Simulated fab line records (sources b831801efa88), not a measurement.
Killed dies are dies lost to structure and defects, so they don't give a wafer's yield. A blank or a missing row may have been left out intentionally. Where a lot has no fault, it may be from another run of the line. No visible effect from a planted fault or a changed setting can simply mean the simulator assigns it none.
2 desks looking at one fault -- flow sky130 -- each desk holds nothing but its own numbers, with what lay behind them at the end

== AT THE METROLOGY DESK ==
What the gauges read, lot by lot, whatever tool the lot ran on: means of the sampled wafers that have a number. If a lot's mean is further than 4 standard deviations from the usual mean, the lot is out of limits and carries the mark OUT (the distance appears in the brackets).
Columns: A = LDD_LDN_OVL at SKY_LDD_LDN_OVL_MEAS_07, usual 0.5 nm
lot,first seen here,A
L159,day 22 15:20,0.6
L160,day 23 07:25,0.5
L161,day 23 12:41,3.0
L162,day 23 21:22,0.8
L173,day 29 02:45,2.3
L172,day 29 04:31,-0.6
L175,day 29 05:43,0.4
L174,day 29 05:44,-0.2
L178,day 29 10:59,0.9
L179,day 30 01:18,0.3
L181,day 31 07:29,-0.6
L182,day 31 08:53,1.4
This desk's verdict: no lot among the 12 shows anything out of limits.

== AT THE TOOL OWNER'S DESK: lithoTrack-02 ==
The tool's own readings at SKY_NWELL_DEHYDRATE_03 (time 60 s): means of the sampled wafers that have a number, for each lot that ran on this tool. If a lot's mean is further than 4 standard deviations from the usual mean, the lot is out of limits and carries the mark OUT (the distance appears in the brackets).
Columns: A = exhaustPa at SKY_NWELL_DEHYDRATE_03, usual 45.0 Pa; B = heaterPowerTotalW at SKY_NWELL_DEHYDRATE_03, usual 160.37 W; C = runLengthS at SKY_NWELL_DEHYDRATE_03, usual 89.14 s
lot,first seen here,A,B,C
L159,day 4 04:02,45.4,160.35,89.08
L160,day 4 12:23,45.5,160.48,89.06
L172,day 7 08:17,45.3,163.83 (+29) OUT,85.43 (-26) OUT
L173,day 7 11:18,43.9,163.85 (+29) OUT,85.50 (-26) OUT
L174,day 7 17:20,45.3,163.69 (+28) OUT,85.49 (-26) OUT
This desk's finding: out of limits on L172, L173, L174; first on L172, day 7 08:17 (heaterPowerTotalW at SKY_NWELL_DEHYDRATE_03). In limits: L159, L160.

== PUT TOGETHER ==
At day 7 08:17, on L172, L173, L174, the tool owner's desk was in a position to raise an alarm.
From the metrology desk's view, nothing was out of limits.
The metrology desk holds a record of L172, L173, L174, inside its limits.
SKY_NWELL_DEHYDRATE_03 was run on lithoTrack-02 by each of the lots named.

== WHAT HAD BEEN PUT IN BY THE SIMULATOR ==
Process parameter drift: lithoTrack-02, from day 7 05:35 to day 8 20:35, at SKY_NWELL_DEHYDRATE_03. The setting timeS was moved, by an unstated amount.
Struck lots among those shown: L172, L173, L174.
How many hours passed from the start of the fault until each desk's first out-of-limits reading: the tool owner's desk, 3.
